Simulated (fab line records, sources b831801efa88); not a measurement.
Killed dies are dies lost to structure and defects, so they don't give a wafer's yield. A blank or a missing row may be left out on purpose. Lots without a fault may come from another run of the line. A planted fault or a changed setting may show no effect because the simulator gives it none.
fab line records | flow sky130
record lots=6 wafers=18 last_day=49
route steps=708 shown SONOS_TUNNEL@165 SONOS_ONO@168 PAD_OPEN@708
lots that met no fault: from a run of the same line without faults
start_h: hours from the record's first day to the start of the lot's first wafer shown | wait_h: hours since the lot's step before | " the same as in the row above | L1.1+2: a row that stands for several wafers | - no value, or no start given | * or withheld: withheld | < > ~ a bound
route shown NAME@n: a module of which the file shows steps, and the number in the route of the first | usual: mean/standard deviation of fault-free wafers | same: alike in all rows | chamber/n: place in a boat | sites: the reading at each site | _std_site: their standard deviation | _edge_site: outer sites' mean less inner sites' | radius_mm: how far each site lies from the wafer's centre | mask NAME#n: copy n | behind: the tool/chamber that last shaped the wafer | hold: why the lot was held/for how many hours/how that ended | device: the transistor (n, p or np) that didn't switch | end of line: the same wafers' tests at the end of the route | a step without rows: its recipe alone | killed: dies lost to structure and defects at the first sort, not the wafer's yield | map: a wafer's dies, x killed, . not, _ none there
set.NAME: the setting as run; set.NAME@STEP: as run at that earlier step | model.NAME: the simulator's own value behind a step, which no gauge read
lots at some steps of the route; a table a step, a row a wafer
services: from which hour (start_h, from the record's first day; less than 0 if before it) a tool's chamber was out of use, for how many hours, and why
## steps
# step SKY_SONOS_TUNNEL_STRIP_11
# recipe chemistry=SPM time_s=600 temp_c=130
# step SKY_SONOS_TUNNEL_TW_MEAS_12
# usual SONOS_TUNNEL_TW=197.3/1
# columns lot.wafer tool chamber start_h wait_h SONOS_TUNNEL_TW
L593.2 film_metro-04 - 253.10 0.0 199.0
L593.3 " - " " 198.6
L593.6 " - " " 198.3
L595.4 film_metro-03 - 273.78 0.0 196.6
L595.5 " - " " 197.0
L595.6 " - " " 196.5
L596.1 film_metro-01 - 281.37 0.0 198.2
L596.3 " - " " 197.3
L596.4 " - " " 197.2
L601.2 film_metro-01 - 325.49 0.0 196.7
L601.3 " - " " 196.3
L601.5 " - " " 196.9
L610.2 film_metro-01 - 390.23 0.0 196.3
L610.3 " - " " 196.8
L610.5 " - " " 196.5
L612.4 film_metro-04 - 409.05 0.0 198.1
L612.5 " - " " 198.3
L612.6 " - " " 197.6
# step SKY_SONOS_TUNNEL_CLEAN_13
# recipe chemistry=dHF time_s=20 dilution=100:1 dry=ipa_marangoni
# step SKY_SONOS_ONO_OXIDATION_00
# recipe temp_c=800 ambient=O2 idle_temp_c=700 ramp_up_c_per_min=10 ramp_down_c_per_min=3 stabilise_s=600 purge_s=300 target_thk_a=26 ox_time_s=1249
# step SKY_SONOS_ONO_THK_MEAS_01
# recipe reads=SiO2_of_SONOS_ONO_OXIDATION_00
# usual SONOS_ONO_OXIDATION_THK=2.63/0.059
# columns lot.wafer tool chamber start_h wait_h SONOS_ONO_OXIDATION_THK[nm]
L593.2 film_metro-02 - 256.34 0.0 2.66
L593.3 " - " " 2.61
L593.6 " - " " 2.67
L595.4 film_metro-03 - 276.97 0.0 2.62
L595.5 " - " " 2.52
L595.6 " - " " 2.58
L596.1 film_metro-03 - 284.51 0.0 2.50
L596.3 " - " " 2.59
L596.4 " - " " 2.57
L601.2 film_metro-04 - 327.87 0.0 2.73
L601.3 " - " " 2.67
L601.5 " - " " 2.71
L610.2 film_metro-02 - 394.48 0.0 2.66
L610.3 " - " " 2.70
L610.5 " - " " 2.65
L612.4 film_metro-04 - 411.17 0.0 2.60
L612.5 " - " " 2.69
L612.6 " - " " 2.64
# step SKY_SONOS_ONO_CVD_02
# recipe material=Si3N4 precursor=DCS/NH3 target_thk_nm=10.5 temp_c=770 time_s=180 pressure_mtorr=250
# step SKY_SONOS_ONO_THK_MEAS_03
# recipe reads=Si3N4_of_SONOS_ONO_CVD_02
# usual SONOS_ONO_CVD_02_THK=10.51/0.12
# columns lot.wafer tool chamber start_h wait_h SONOS_ONO_CVD_02_THK[nm]
L593.2 film_metro-04 - 257.97 0.0 10.55
L593.3 " - " " 10.57
L593.6 " - " " 10.45
L595.4 film_metro-03 - 278.77 0.0 10.29
L595.5 " - " " 10.24
L595.6 " - " " 10.32
L596.1 film_metro-04 - 285.92 0.0 10.59
L596.3 " - " " 10.58
L596.4 " - " " 10.61
L601.2 film_metro-03 - 329.90 0.0 10.44
L601.3 " - " " 10.50
L601.5 " - " " 10.50
L610.2 film_metro-04 - 395.59 0.0 10.45
L610.3 " - " " 10.53
L610.5 " - " " 10.52
L612.4 film_metro-02 - 416.19 0.0 10.33
L612.5 " - " " 10.45
L612.6 " - " " 10.32
# step SKY_SONOS_ONO_CVD_04
# recipe material=SiO2 precursor=SiH4/N2O target_thk_nm=5.7199 temp_c=900 pressure_mtorr=393.5
# step SKY_SONOS_ONO_THK_MEAS_05
# recipe reads=SiO2_of_SONOS_ONO_CVD_04
# usual SONOS_ONO_CVD_04_THK=5.76/0.11
# columns lot.wafer tool chamber start_h wait_h SONOS_ONO_CVD_04_THK[nm]
L593.2 film_metro-02 - 259.28 0.0 5.81
L593.3 " - " " 5.92
L593.6 " - " " 5.79
L595.4 film_metro-04 - 280.70 0.0 5.69
L595.5 " - " " 5.76
L595.6 " - " " 5.89
L596.1 film_metro-02 - 287.23 0.0 5.71
L596.3 " - " " 5.78
L596.4 " - " " 5.64
L601.2 film_metro-03 - 331.21 0.0 5.50
L601.3 " - " " 5.63
L601.5 " - " " 5.55
L610.2 film_metro-03 - 396.90 0.0 5.70
L610.3 " - " " 5.71
L610.5 " - " " 5.71
L612.4 film_metro-03 - 417.50 0.0 5.78
L612.5 " - " " 5.77
L612.6 " - " " 5.92
# step SKY_SONOS_ONO_DEHYDRATE_06
# recipe temp_c=200 time_s=60
# step SKY_SONOS_ONO_HMDS_07
# recipe prime_time_s=60 prime_temp_c=120
# step SKY_SONOS_ONO_COAT_08
# recipe resist=NOVOLAK spin_rpm=3000 resist_thk_nm=1140
# step SKY_SONOS_ONO_SOFTBAKE_09
# recipe temp_c=90 time_s=60 resist=NOVOLAK
# usual heater_power_total_W=56.59/0.05 run_length_s=89.17/0.12
# columns lot.wafer tool chamber start_h wait_h heater_power_total_W run_length_s
L593.2 litho_track-03 0 272.14 0.1 56.60 89.37
L593.3 " 0 " " 56.60 89.00
L593.6 " 0 " " 56.58 89.07
L595.4 litho_track-03 0 293.14 0.1 56.53 89.03
L595.5 " 0 " " 56.62 89.00
L595.6 " 0 " " 56.58 89.44
L596.1 litho_track-03 0 300.36 0.1 56.59 89.08
L596.3 " 0 " " 56.64 88.99
L596.4 " 0 " " 56.52 89.11
L601.2 litho_track-03 0 344.04 0.1 56.56 89.15
L601.3 " 0 " " 56.58 89.18
L601.5 " 0 " " 56.59 89.23
L610.2 litho_track-03 0 410.84 0.1 61.55 75.47
L610.3 " 0 " " 61.59 75.48
L610.5 " 0 " " 61.64 75.75
L612.4 litho_track-03 0 432.09 0.1 61.65 75.49
L612.5 " 0 " " 61.58 75.59
L612.6 " 0 " " 61.56 75.51
# step SKY_SONOS_ONO_EXPOSE_10
# recipe mask_id=ONOM target_cd_nm=410 na=0.6 source_shape=conventional sigma_outer=0.6 dose_mj=150
# step SKY_SONOS_ONO_PEB_11
# recipe temp_c=withheld time_s=* resist=NOVOLAK
# step SKY_SONOS_ONO_DEVELOP_12
# recipe develop_time_s=60 dev_temp_c=23
# columns lot.wafer tool chamber start_h wait_h model.NOVOLAK_of_SONOS_ONO_COAT_08.thk_nm
L593.2+6 litho_track-03 0 283.69 0.1 1137
L593.3 " 0 " " 1135
L595.4 litho_track-03 0 306.04 0.1 1140
L595.5 " 0 " " 1143
L595.6 " 0 " " 1142
L596.1 litho_track-03 0 313.46 0.1 1144
L596.3+4 " 0 " " 1143
L601.2+3+5 litho_track-03 0 357.89 0.1 1140
L610.2 litho_track-04 0 425.63 0.1 1151
L610.3 " 0 " " 1150
L610.5 " 0 " " 1147
L612.4 litho_track-03 0 448.24 0.1 1151
L612.5 " 0 " " 1149
L612.6 " 0 " " 1148
# step SKY_SONOS_ONO_CD_MEAS_13
# recipe target_cd_nm=410
# usual cd_nm=409.7/2
# columns lot.wafer tool chamber start_h wait_h cd_nm
L593.2 cd_sem-02 - 283.83 0.1 408.8
L593.3 " - " " 407.5
L593.6 " - " " 409.1
L595.4 cd_sem-02 - 306.17 0.1 405.1
L595.5 " - " " 407.0
L595.6 " - " " 407.6
L596.1 cd_sem-01 - 313.61 0.1 407.0
L596.3 " - " " 407.8
L596.4 " - " " 408.0
L601.2 cd_sem-02 - 358.03 0.1 410.1
L601.3 " - " " 412.1
L601.5 " - " " 411.1
L610.2 cd_sem-01 - 425.77 0.1 410.7
L610.3 " - " " 413.3
L610.5 " - " " 411.3
L612.4 cd_sem-02 - 448.37 0.1 410.1
L612.5 " - " " 412.3
L612.6 " - " " 411.9
# step SKY_SONOS_ONO_OVL_MEAS_14
# usual SONOS_ONO_OVL=-0.1/1.2
# columns lot.wafer tool chamber start_h wait_h SONOS_ONO_OVL[nm]
L593.2 overlay-01 - 283.94 0.1 -0.9
L593.3 " - " " -0.5
L593.6 " - " " 0.3
L595.4 overlay-02 - 306.25 0.1 -0.4
L595.5 " - " " -1.1
L595.6 " - " " -1.6
L596.1 overlay-02 - 313.73 0.1 0.9
L596.3 " - " " 1.4
L596.4 " - " " -1.1
L601.2 overlay-02 - 358.14 0.1 0.5
L601.3 " - " " 2.7
L601.5 " - " " 1.2
L610.2 overlay-01 - 425.88 0.1 -2.8
L610.3 " - " " -0.9
L610.5 " - " " -1.7
L612.4 overlay-02 - 448.45 0.1 0.6
L612.5 " - " " -0.5
L612.6 " - " " 1.1
# step SKY_SONOS_ONO_ETCH_15
# recipe target_depth_nm=19.52 chemistry=CHF3/O2 source_w=600 bias_w=200 pressure_mtorr=40 chf3_flow_sccm=50 O2_flow_sccm=5 time_s=7.8
# usual drypump_motor_current_A=5.5/0.42 oes_product_au=0.999/0.007 throttle_valve_pct=8.823/0.0088
# same time_s=7.8
# columns lot.wafer tool chamber start_h wait_h drypump_motor_current_A oes_product_au rf_hours_counter_h throttle_valve_pct model.NOVOLAK_of_SONOS_ONO_COAT_08.thk_nm
L593.2 rie_diel-04 0 283.97 0.0 5.1 0.994 4 8.836 1121
L593.3 " 2 " " 5.4 0.991 91 8.834 1119
L593.6 " 0 " " 5.1 1.001 - 8.827 1120
L595.4 rie_diel-03 3 306.27 0.0 5.4 0.993 4 8.818 1124
L595.5 " 1 " " 5.5 1.003 - 8.805 1127
L595.6 " 0 " " 6.0 1.000 - 8.838 1126
L596.1 rie_diel-04 3 313.77 0.0 6.2 0.997 1 8.819 1127
L596.3 " 0 " " 5.1 1.007 5 8.823 1126
L596.4 " 2 " " 5.4 1.002 92 8.820 1127
L601.2 rie_diel-01 1 358.17 0.0 5.9 1.006 62 8.834 1124
L601.3 " 2 " " 5.1 0.987 6 8.821 1124
L601.5 " 2 " " 5.1 0.994 - 8.821 1124
L610.2 rie_diel-04 3 425.91 0.0 6.2 1.005 3 8.820 1135
L610.3 " 1 " " 4.8 0.999 4 8.817 1134
L610.5 " 0 " " 5.1 1.016 - 8.832 1131
L612.4 rie_diel-03 0 448.47 0.0 6.0 0.993 4 8.813 1135
L612.5 " 2 " " 5.6 1.002 - 8.819 1132
L612.6 " 3 " " 5.4 1.001 - 8.829 1132
# step SKY_SONOS_ONO_WET_ETCH_16
# recipe chemistry=dHF target_depth_nm=14 dry=n2_spin target=SiO2 dilution=100:1 temp_c=25 time_s=280
# step SKY_PAD_OPEN_PROBE_99
# usual killed_at_M0_to_M3=43/6.9 killed_at_M4_up=3.2/2 killed_at_contacts=25/5.1 killed_at_front_end=15/4.5 killed_at_other=0.2/0.51 killed_dies=85/9.5 killed_on_rim=16/3.7 killed_open=48/6.9 killed_short=38/6.7
# same gross_dies=492 killed_at_back_side=0
# columns lot.wafer tool chamber start_h wait_h killed_at_M0_to_M3 killed_at_M4_up killed_at_contacts killed_at_front_end killed_at_other killed_dies killed_on_rim killed_open killed_short
L593.2 prober-01 - 1075.98 0.1 43 1 26 8 0 78 10 51 27
L593.3 prober-01 - 1076.03 0.2 37 3 16 25 0 81 15 40 41
L593.6 prober-01 - 1076.18 0.2 42 3 19 10 2 76 11 43 33
L595.4 prober-01 - 1094.10 0.2 35 4 22 11 0 72 12 38 34
L595.5 prober-01 - 1094.15 0.2 50 5 25 12 0 92 26 42 50
L595.6 prober-01 - 1094.20 0.2 44 2 28 20 1 95 29 49 46
L596.1 prober-02 - 1100.28 0.1 44 1 24 11 0 80 20 52 28
L596.3 prober-02 - 1100.38 0.2 40 5 19 6 0 70 15 37 33
L596.4 prober-02 - 1100.43 0.2 45 2 15 17 1 80 16 45 35
L601.2 prober-01 - 1129.71 0.1 38 4 29 18 0 89 15 47 42
L601.3 prober-01 - 1129.76 0.2 39 3 31 13 0 86 17 45 41
L601.5 prober-01 - 1129.86 0.2 32 2 28 20 0 82 13 43 39
L610.2 prober-02 - 1173.47 0.1 32 2 16 17 0 67 18 32 35
L610.3 prober-02 - 1173.52 0.2 43 2 26 10 0 81 22 49 32
L610.5 prober-02 - 1173.62 0.2 34 3 31 8 0 76 16 55 21
L612.4 prober-02 - 1183.52 0.2 39 2 30 15 0 86 17 59 27
L612.5 prober-02 - 1183.57 0.2 56 3 17 13 0 89 17 47 42
L612.6 prober-02 - 1183.62 0.2 50 6 26 10 0 92 19 41 51
# killed by level:class
L593.2 VIA1:geometric_particle:open=12 CONTACT:geometric_particle:open=10 LI_CONTACT:geometric_particle:open=8 VIA3:geometric_particle:open=8 VIA2:geometric_particle:open=6 METAL1:geometric_particle:short=5 METAL2:geometric_particle:short=5 POLY_GATE:geometric_particle:open=3
L593.3 VIA1:geometric_particle:open=11 FIELD_ISO:geometric_particle:short=6 POLY_GATE:geometric_particle:short=6 FIELD_ISO:geometric_particle:open=5 POLY_GATE:geometric_particle:open=5 CONTACT:geometric_particle:open=5 VIA2:geometric_particle:open=5 METAL2:geometric_particle:short=4
L593.6 VIA1:geometric_particle:open=10 METAL1:geometric_particle:short=7 VIA2:geometric_particle:open=7 CONTACT:geometric_particle:open=6 LI_CONTACT:geometric_particle:open=5 LOCAL_INTERCONNECT:geometric_particle:short=4 VIA1:geometric_particle:short=3 METAL2:geometric_particle:short=3
L595.4 LI_CONTACT:geometric_particle:open=8 VIA1:geometric_particle:open=7 CONTACT:geometric_particle:open=5 VIA2:geometric_particle:open=5 POLY_GATE:geometric_particle:open=4 CONTACT:geometric_particle:short=4 METAL3:geometric_particle:short=4 VIA1:geometric_particle:short=4
L595.5 METAL1:geometric_particle:short=10 VIA2:geometric_particle:open=9 CONTACT:geometric_particle:open=8 VIA1:geometric_particle:open=8 LOCAL_INTERCONNECT:geometric_particle:short=7 VIA3:geometric_particle:open=5 LI_CONTACT:geometric_particle:open=5 VIA3:geometric_particle:short=5
L595.6 VIA1:geometric_particle:open=12 CONTACT:geometric_particle:open=11 LI_CONTACT:geometric_particle:open=8 METAL1:geometric_particle:short=7 METAL2:geometric_particle:short=7 POLY_GATE:geometric_particle:short=6 LI_CONTACT:geometric_particle:short=6 FIELD_ISO:geometric_particle:short=4
L596.1 VIA1:geometric_particle:open=11 VIA3:geometric_particle:open=11 LI_CONTACT:geometric_particle:open=9 METAL1:geometric_particle:short=7 CONTACT:geometric_particle:open=6 FIELD_ISO:geometric_particle:open=5 VIA2:geometric_particle:open=5 VIA1:geometric_particle:short=5
L596.3 METAL2:geometric_particle:short=7 VIA3:geometric_particle:open=7 CONTACT:geometric_particle:short=6 VIA1:geometric_particle:open=6 VIA2:geometric_particle:open=6 LI_CONTACT:geometric_particle:open=5 METAL1:geometric_particle:short=5 CONTACT:geometric_particle:open=4
L596.4 VIA1:geometric_particle:open=10 FIELD_ISO:geometric_particle:open=8 LI_CONTACT:geometric_particle:open=8 VIA3:geometric_particle:open=8 VIA1:geometric_particle:short=7 METAL2:geometric_particle:short=6 FIELD_ISO:geometric_particle:short=4 METAL1:geometric_particle:short=4
L601.2 CONTACT:geometric_particle:open=10 METAL1:geometric_particle:short=9 VIA1:geometric_particle:open=9 LI_CONTACT:geometric_particle:open=8 POLY_GATE:geometric_particle:short=5 CONTACT:geometric_particle:short=5 FIELD_ISO:geometric_particle:open=4 POLY_GATE:geometric_particle:open=4
L601.3 CONTACT:geometric_particle:short=10 CONTACT:geometric_particle:open=9 VIA3:geometric_particle:open=9 VIA2:geometric_particle:open=8 VIA1:geometric_particle:open=7 LI_CONTACT:geometric_particle:open=5 METAL1:geometric_particle:short=5 LOCAL_INTERCONNECT:geometric_particle:short=4
L601.5 CONTACT:geometric_particle:open=9 LI_CONTACT:geometric_particle:open=8 VIA1:geometric_particle:open=7 FIELD_ISO:geometric_particle:short=4 FIELD_ISO:geometric_particle:open=4 LOCAL_INTERCONNECT:geometric_particle:short=4 METAL2:geometric_particle:short=4 VIA3:geometric_particle:short=4
L610.2 VIA1:geometric_particle:open=10 FIELD_ISO:geometric_particle:short=6 CONTACT:geometric_particle:open=6 METAL2:geometric_particle:short=6 FIELD_ISO:geometric_particle:open=5 LI_CONTACT:geometric_particle:open=5 METAL1:geometric_particle:short=4 CONTACT:geometric_particle:short=3
L610.3 LI_CONTACT:geometric_particle:open=12 VIA1:geometric_particle:open=9 VIA3:geometric_particle:open=8 VIA3:geometric_particle:short=6 POLY_GATE:geometric_particle:open=5 CONTACT:geometric_particle:open=4 METAL2:geometric_particle:short=4 VIA2:geometric_particle:open=4
L610.5 CONTACT:geometric_particle:open=15 VIA1:geometric_particle:open=11 VIA2:geometric_particle:open=9 LI_CONTACT:geometric_particle:open=7 POLY_GATE:geometric_particle:open=3 METAL2:geometric_particle:short=3 LOCAL_INTERCONNECT:geometric_particle:short=3 CONTACT:geometric_particle:short=3
L612.4 CONTACT:geometric_particle:open=16 VIA1:geometric_particle:open=12 LI_CONTACT:geometric_particle:open=6 VIA2:geometric_particle:open=6 FIELD_ISO:geometric_particle:open=5 VIA3:geometric_particle:open=5 LOCAL_INTERCONNECT:geometric_particle:short=4 CONTACT:geometric_particle:short=4
L612.5 VIA1:geometric_particle:open=17 METAL2:geometric_particle:short=8 VIA3:geometric_particle:open=8 LI_CONTACT:geometric_particle:open=5 VIA3:geometric_particle:short=5 CONTACT:geometric_particle:open=5 METAL1:geometric_particle:short=5 VIA1:geometric_particle:short=5
L612.6 VIA3:geometric_particle:open=8 CONTACT:geometric_particle:open=7 VIA1:geometric_particle:short=7 CONTACT:geometric_particle:short=7 VIA2:geometric_particle:open=7 LI_CONTACT:geometric_particle:open=6 METAL2:geometric_particle:short=6 VIA3:geometric_particle:short=6
## services
# columns tool chamber start_h hours kind
rie_diel-04 3 269.73 - clean
rie_diel-04 3 269.73 12.5 scheduled_down
rie_diel-04 3 269.73 12.5 vent_cycle
rie_diel-01 2 336.07 10.1 repair
rie_diel-04 1 341.86 9.9 repair
rie_diel-04 - 367.94 0.2 repair
rie_diel-04 2 372.37 3.8 repair
rie_diel-01 - 372.65 2.8 pm
rie_diel-04 - 380.98 2.1 repair
rie_diel-04 - 391.67 0.4 repair
rie_diel-03 2 392.90 2.6 repair
rie_diel-03 0 412.91 2.7 repair
rie_diel-04 3 426.66 2.5 repair
## key
first_sign step=SKY_SONOS_ONO_SOFTBAKE_09 reading=run_length_s direction=down sigmas=99+ usual=* struck=*
effect step=SKY_SONOS_ONO_SOFTBAKE_09 reading=heater_power_total_W direction=up sigmas=99+ usual=* struck=*
model_effect step=SKY_SONOS_ONO_DEVELOP_12 value=NOVOLAK_of_SONOS_ONO_COAT_08.thk_nm without=1143 struck=1149
model_effect step=SKY_SONOS_ONO_ETCH_15 value=NOVOLAK_of_SONOS_ONO_COAT_08.thk_nm without=1127 struck=1133
met_at SKY_SONOS_ONO_SOFTBAKE_09
struck_wafers L610.2,L610.3,L610.5,L612.4,L612.5,L612.6
tester_left_out L610,L612
onset_between 344.04 410.84
fault kind=process_parameter_drift tool=litho_track-03 chamber=- onset_h=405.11 steps=SKY_SONOS_ONO_SOFTBAKE_09 channel=time_s offset=* shape=step end_h=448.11 acts_in=* stated=*
# tester_left_out: of these lots the tester's yield and bins aren't shown, on N5 and GAA mostly nor the transistor test; their killed dies are dies lost to structure and defects alone, not to doping, threshold or leakage, so they don't give the yield
